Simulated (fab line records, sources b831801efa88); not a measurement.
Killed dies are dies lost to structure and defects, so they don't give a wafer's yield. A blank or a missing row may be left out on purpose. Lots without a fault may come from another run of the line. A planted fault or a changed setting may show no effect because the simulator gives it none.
Which tool did it? | flow gf180mcu | 24 lots, 72 wafers sampled, at 6 steps of a route of 602

WHAT THE GAUGES READ, wafer by wafer
GF_V4_BOW_MEAS_05.
lot  | measured     | on            | V4_BOW (um)
L074 | day 23 06:57 | film_metro-02 | 156 140 145
L075 | day 23 15:46 | film_metro-02 | 131 133 133
L076 | day 24 04:38 | film_metro-02 | 136 147 147
L077 | day 24 12:01 | film_metro-04 | 132 128 121
L078 | day 25 01:25 | film_metro-03 | 129 137 152
L079 | day 25 07:11 | film_metro-04 | 141 130 117
L080 | day 25 15:25 | film_metro-03 | 123 119 127
L081 | day 26 04:13 | film_metro-02 | 145 145 143
L082 | day 26 04:19 | film_metro-04 | 140 115 132
L083 | day 26 21:13 | film_metro-04 | 118 140 120
L084 | day 27 04:25 | film_metro-03 | 136 134 138
L085 | day 27 05:13 | film_metro-04 | 122 136 137
L086 | day 27 10:52 | film_metro-03 | 143 139 137
L087 | day 27 20:06 | film_metro-04 | 138 132 135
L088 | day 28 04:24 | film_metro-02 | 121 123 122
L089 | day 28 10:23 | film_metro-03 | 126 130 139
L090 | day 28 23:31 | film_metro-04 | 142 137 155
L091 | day 29 01:16 | film_metro-04 | 134 136 132
L092 | day 29 07:53 | film_metro-04 | 125 127 139
L093 | day 29 15:19 | film_metro-03 | 124 124 123
L094 | day 29 22:14 | film_metro-04 | 131 132 130
L095 | day 30 08:50 | film_metro-04 | 143 144 136
L096 | day 30 11:40 | film_metro-02 | 146 150 149
L097 | day 30 12:36 | film_metro-03 | 124 125 120

GF_V4_RS_MEAS_24: measures by four-point-probe.
lot  | measured     | on            | V4_W_RS (ohm/sq)
L074 | day 24 06:40 | film_metro-04 | 0.325 0.326 0.325
L075 | day 24 14:33 | film_metro-02 | 0.327 0.329 0.327
L076 | day 25 03:23 | film_metro-04 | 0.332 0.329 0.332
L077 | day 25 09:17 | film_metro-02 | 0.325 0.322 0.331
L078 | day 25 23:53 | film_metro-04 | 0.326 0.327 0.327
L079 | day 26 05:15 | film_metro-03 | 0.331 0.331 0.332
L080 | day 26 13:41 | film_metro-02 | 0.326 0.328 0.328
L081 | day 27 01:33 | film_metro-03 | 0.331 0.326 0.329
L082 | day 27 01:13 | film_metro-02 | 0.330 0.327 0.329
L083 | day 27 17:50 | film_metro-02 | 0.325 0.325 0.326
L084 | day 28 01:53 | film_metro-03 | 0.330 0.332 0.329
L085 | day 28 02:48 | film_metro-04 | 0.328 0.329 0.333
L086 | day 28 07:34 | film_metro-02 | 0.326 0.323 0.326
L087 | day 28 16:46 | film_metro-04 | 0.328 0.325 0.325
L088 | day 28 23:58 | film_metro-04 | 0.332 0.323 0.332
L089 | day 29 07:01 | film_metro-03 | 0.327 0.328 0.326
L090 | day 29 19:27 | film_metro-04 | 0.329 0.329 0.329
L091 | day 29 21:25 | film_metro-03 | 0.327 0.323 0.325
L092 | day 30 03:31 | film_metro-04 | 0.330 0.326 0.332
L093 | day 30 11:00 | film_metro-04 | 0.335 0.332 0.335
L094 | day 30 17:16 | film_metro-04 | 0.329 0.327 0.325
L095 | day 31 03:51 | film_metro-03 | 0.333 0.328 0.334
L096 | day 31 06:15 | film_metro-02 | 0.323 0.319 0.322
L097 | day 31 07:56 | film_metro-03 | 0.325 0.325 0.329

GF_TOP_METAL_OVL_MEAS_15.
lot  | measured     | on         | TOP_METAL_OVL (nm)
L074 | day 27 23:08 | overlay-01 | 2.2 2.9 0.7
L075 | day 28 05:05 | overlay-01 | 1.1 0.4 2.2
L076 | day 28 17:07 | overlay-01 | 3.0 1.8 0.1
L077 | day 28 22:38 | overlay-01 | -0.8 -0.3 0.6
L078 | day 29 09:34 | overlay-01 | -1.3 0.1 -1.5
L079 | day 29 17:51 | overlay-01 | 2.8 1.1 2.7
L080 | day 30 00:44 | overlay-01 | -1.2 -0.6 0.2
L081 | day 30 11:20 | overlay-01 | 0.1 0.4 0.3
L082 | day 30 10:52 | overlay-01 | 1.3 -1.9 -1.6
L083 | day 31 00:22 | overlay-01 | -0.7 1.2 0.0
L084 | day 31 07:38 | overlay-01 | -1.2 -0.8 -0.2
L085 | day 31 09:50 | overlay-01 | 1.8 -0.6 1.3
L086 | day 31 12:53 | overlay-01 | 1.5 2.7 1.6
L087 | day 31 22:03 | overlay-01 | 0.3 0.8 0.2
L088 | day 32 05:26 | overlay-01 | -0.1 2.2 0.8
L089 | day 32 11:11 | overlay-01 | -0.7 -1.7 -0.7
L090 | day 32 21:11 | overlay-01 | 0.2 1.9 0.6
L091 | day 32 22:32 | overlay-01 | 2.7 0.5 1.2
L092 | day 33 03:47 | overlay-01 | -2.7 0.9 0.7
L093 | day 33 11:10 | overlay-02 | -0.2 0.2 0.9
L094 | day 33 16:04 | overlay-02 | -1.8 -0.7 -0.4
L095 | day 34 01:52 | overlay-02 | 0.7 -1.2 -0.2
L096 | day 34 04:06 | overlay-02 | -2.9 -1.3 -2.3
L097 | day 34 06:07 | overlay-01 | 0.5 -0.8 0.2

WHICH TOOL RAN EACH LOT (tool, then ch and the chambers of the sampled wafers, then the start)
lot  | GF_M3_SPUTTER_00             | GF_V3_ETCH_17                                 | GF_V4_CMP_26
L074 | pvd_sputter-02, day 20 04:27 | rie_diel-01 ch 0,1,3, day 23 06:57 or earlier | cmp-02 ch 1,2,3, day 24 06:50
L075 | pvd_sputter-03, day 20 13:38 | rie_diel-01 ch 1,3, day 23 15:46 or earlier   | cmp-02 ch 1,2, day 24 14:47
L076 | pvd_sputter-02, day 21 03:17 | rie_diel-02 ch 0,3, day 24 04:38 or earlier   | cmp-02 ch 2,3, day 25 03:34
L077 | pvd_sputter-03, day 21 11:02 | rie_diel-01 ch 1,2, day 24 12:01 or earlier   | cmp-01 ch 0,1,3, day 25 09:28
L078 | pvd_sputter-04, day 21 23:41 | rie_diel-01 ch 0,1,3, day 25 01:25 or earlier | cmp-01 ch 0,3, day 26 00:04
L079 | pvd_sputter-04, day 22 06:26 | rie_diel-04 ch 1,2,3, day 25 07:11 or earlier | cmp-01 ch 1,2,3, day 26 05:25
L080 | pvd_sputter-03, day 22 17:08 | rie_diel-04 ch 1,2, day 25 15:25 or earlier   | cmp-02 ch 2,3, day 26 13:52
L081 | pvd_sputter-04, day 23 05:43 | rie_diel-04 ch 0,1,3, day 26 04:13 or earlier | cmp-02 ch 0,1,2, day 27 01:44
L082 | pvd_sputter-02, day 23 06:01 | rie_diel-01 ch 2,3, day 26 04:19 or earlier   | cmp-01 ch 1,2,3, day 27 01:23
L083 | pvd_sputter-04, day 23 22:29 | rie_diel-01 ch 0,2,3, day 26 21:13 or earlier | cmp-01 ch 1,2, day 27 18:03
L084 | pvd_sputter-04, day 24 06:44 | rie_diel-01 ch 0,1,3, day 27 04:25 or earlier | cmp-02 ch 0,1, day 28 02:06
L085 | pvd_sputter-02, day 24 08:13 | rie_diel-01 ch 0,2,3, day 27 05:13 or earlier | cmp-02 ch 0,2, day 28 02:59
L086 | pvd_sputter-02, day 24 16:14 | rie_diel-02 ch 0,1,3, day 27 10:52 or earlier | cmp-01 ch 0,1,2, day 28 07:45
L087 | pvd_sputter-03, day 25 01:12 | rie_diel-01 ch 0,1,2, day 27 20:06 or earlier | cmp-02 ch 0,1,2, day 28 16:54
L088 | pvd_sputter-04, day 25 10:08 | rie_diel-04 ch 0,3, day 28 04:24 or earlier   | cmp-01 ch 0,1, day 29 00:08
L089 | pvd_sputter-02, day 25 17:13 | rie_diel-04 ch 1,3, day 28 10:23 or earlier   | cmp-01 ch 0,2,3, day 29 07:17
L090 | pvd_sputter-03, day 26 07:41 | rie_diel-02 ch 0,1,2, day 28 23:31 or earlier | cmp-02 ch 0,1,2, day 29 19:40
L091 | pvd_sputter-02, day 26 08:56 | rie_diel-01 ch 0,2,3, day 29 01:16 or earlier | cmp-02 ch 1,2, day 29 21:36
L092 | pvd_sputter-02, day 26 14:23 | rie_diel-02 ch 0,3, day 29 07:53 or earlier   | cmp-01 ch 0,1,2, day 30 03:42
L093 | pvd_sputter-03, day 27 00:08 | rie_diel-04 ch 0,2,3, day 29 15:19 or earlier | cmp-01 ch 0,1,2, day 30 11:14
L094 | pvd_sputter-03, day 27 07:50 | rie_diel-01 ch 2,3, day 29 22:14 or earlier   | cmp-02 ch 1,2,3, day 30 17:33
L095 | pvd_sputter-03, day 27 18:42 | rie_diel-04 ch 0,1,3, day 30 08:50 or earlier | cmp-01 ch 0,1,2, day 31 04:08
L096 | pvd_sputter-04, day 27 21:28 | rie_diel-01 ch 0,2,3, day 30 11:40 or earlier | cmp-02 ch 0,1, day 31 06:28
L097 | pvd_sputter-03, day 27 23:29 | rie_diel-04 ch 0,1,2, day 30 12:36 or earlier | cmp-01 ch 0,1, day 31 08:10
- GF_M3_SPUTTER_00: material Ti, target thk 37.5 nm, time 150 s.
- GF_V3_ETCH_17: etches SiO2 in C4F8/O2/Ar, stops on TiN, target depth 635 nm.
- GF_V4_CMP_26: polishes, stops on SiO2, t overpolish 15 s, target thk 0 nm.

WHAT THE TOOLS THEMSELVES READ (means of the sampled wafers that have a number; where no wafer has one, the mark that the record gives instead)
GF_M3_SPUTTER_00.
lot  | tool           | throttle_valve_pct (%)
L074 | pvd_sputter-02 | 29.9
L075 | pvd_sputter-03 | 29.8
L076 | pvd_sputter-02 | 30.4
L077 | pvd_sputter-03 | 30.8
L078 | pvd_sputter-04 | 30.0
L079 | pvd_sputter-04 | 29.4
L080 | pvd_sputter-03 | 30.6
L081 | pvd_sputter-04 | 28.8
L082 | pvd_sputter-02 | 29.3
L083 | pvd_sputter-04 | 29.2
L084 | pvd_sputter-04 | 29.3
L085 | pvd_sputter-02 | 30.0
L086 | pvd_sputter-02 | 29.7
L087 | pvd_sputter-03 | 29.9
L088 | pvd_sputter-04 | 29.8
L089 | pvd_sputter-02 | 30.4
L090 | pvd_sputter-03 | 31.3
L091 | pvd_sputter-02 | 30.0
L092 | pvd_sputter-02 | 30.2
L093 | pvd_sputter-03 | 30.5
L094 | pvd_sputter-03 | 30.6
L095 | pvd_sputter-03 | 30.7
L096 | pvd_sputter-04 | 28.9
L097 | pvd_sputter-03 | 31.3

GF_V3_ETCH_17.
lot  | tool        | chamber_pressure_mTorr (mTorr) | oes_product_au (a.u.)
L074 | rie_diel-01 | 39.98                          | 0.861
L075 | rie_diel-01 | 40.00                          | 0.851
L076 | rie_diel-02 | 40.00                          | 0.855
L077 | rie_diel-01 | 40.01                          | 0.858
L078 | rie_diel-01 | 40.02                          | 0.856
L079 | rie_diel-04 | 39.99                          | 0.852
L080 | rie_diel-04 | 40.03                          | 0.854
L081 | rie_diel-04 | 40.01                          | 0.853
L082 | rie_diel-01 | 40.03                          | 0.858
L083 | rie_diel-01 | 39.96                          | 0.854
L084 | rie_diel-01 | 40.03                          | 0.855
L085 | rie_diel-01 | 40.00                          | 0.854
L086 | rie_diel-02 | 39.99                          | 0.853
L087 | rie_diel-01 | 39.99                          | 0.861
L088 | rie_diel-04 | 40.03                          | 0.855
L089 | rie_diel-04 | 40.00                          | 0.856
L090 | rie_diel-02 | 39.97                          | 0.857
L091 | rie_diel-01 | 40.02                          | 0.856
L092 | rie_diel-02 | 39.98                          | 0.856
L093 | rie_diel-04 | 39.94                          | 0.860
L094 | rie_diel-01 | 40.00                          | 0.860
L095 | rie_diel-04 | 39.96                          | 0.852
L096 | rie_diel-01 | 40.03                          | 0.857
L097 | rie_diel-04 | 40.01                          | 0.855

GF_V4_CMP_26.
lot  | tool   | motor_current_A (A) | overpolish_run_s (s) | slurry_filter_dp_kPa (kPa) | time_to_endpoint_s (s)
L074 | cmp-02 | 9.6                 | 15.000               | 13.58                      | 81.6
L075 | cmp-02 | 10.4                | 14.993               | 13.49                      | 84.8
L076 | cmp-02 | 9.3                 | 14.999               | 13.39                      | 85.8
L077 | cmp-01 | 10.4                | 14.999               | 13.50                      | 83.5
L078 | cmp-01 | 10.4                | 15.004               | 13.55                      | 89.0
L079 | cmp-01 | 10.3                | 15.006               | 13.35                      | 83.3
L080 | cmp-02 | 9.2                 | 14.988               | 13.50                      | 88.2
L081 | cmp-02 | 10.5                | 15.002               | 13.55                      | 85.9
L082 | cmp-01 | 10.7                | 14.999               | 13.55                      | 85.5
L083 | cmp-01 | 10.5                | 14.997               | 13.55                      | 86.4
L084 | cmp-02 | 11.1                | 15.002               | 13.56                      | 83.6
L085 | cmp-02 | 10.6                | 15.001               | 13.52                      | 87.5
L086 | cmp-01 | 10.3                | 14.991               | 13.52                      | 83.5
L087 | cmp-02 | 10.8                | 14.994               | 13.48                      | 86.3
L088 | cmp-01 | 10.3                | 14.998               | 13.48                      | 86.4
L089 | cmp-01 | 11.0                | 15.011               | 13.64                      | 87.2
L090 | cmp-02 | 10.4                | 14.994               | 13.52                      | 83.3
L091 | cmp-02 | 9.6                 | 14.992               | 13.56                      | 81.7
L092 | cmp-01 | 10.4                | 15.003               | 13.33                      | 84.0
L093 | cmp-01 | 10.5                | 14.997               | 13.64                      | 79.1
L094 | cmp-02 | 9.8                 | 14.999               | 13.59                      | 86.2
L095 | cmp-01 | 10.6                | 15.008               | 13.46                      | 85.4
L096 | cmp-02 | 11.1                | 15.002               | 13.59                      | 86.5
L097 | cmp-01 | 9.9                 | 15.010               | 13.50                      | 81.9

THE ANSWER, worked out from the rows above alone
Rule: what is usual is taken from the lots themselves. Put in order of their means at a reading, lots are off if they are a third of the lots or fewer, leave a main group of 4 or more, and stand apart from it by a gap of 3 or more times the standard deviation of the main group's means; of several such gaps the widest counts. A main group whose means are all the same, to the digits that the tables above print for the reading, isn't used. A lot without any number at a reading at which 4 lots or more have one is off too. The other lots that the step has rows for count as sound. The gauges are gone through in route order, then the tools' own readings, and for those a lot's mean is taken as printed above. The first step at which some lot is off is used, and at that step the reading that is off furthest; a lot without a number counts as furthest.
No lot is off at any reading shown: from this, nothing can be told.

WHAT THE SIMULATOR HAD PUT IN
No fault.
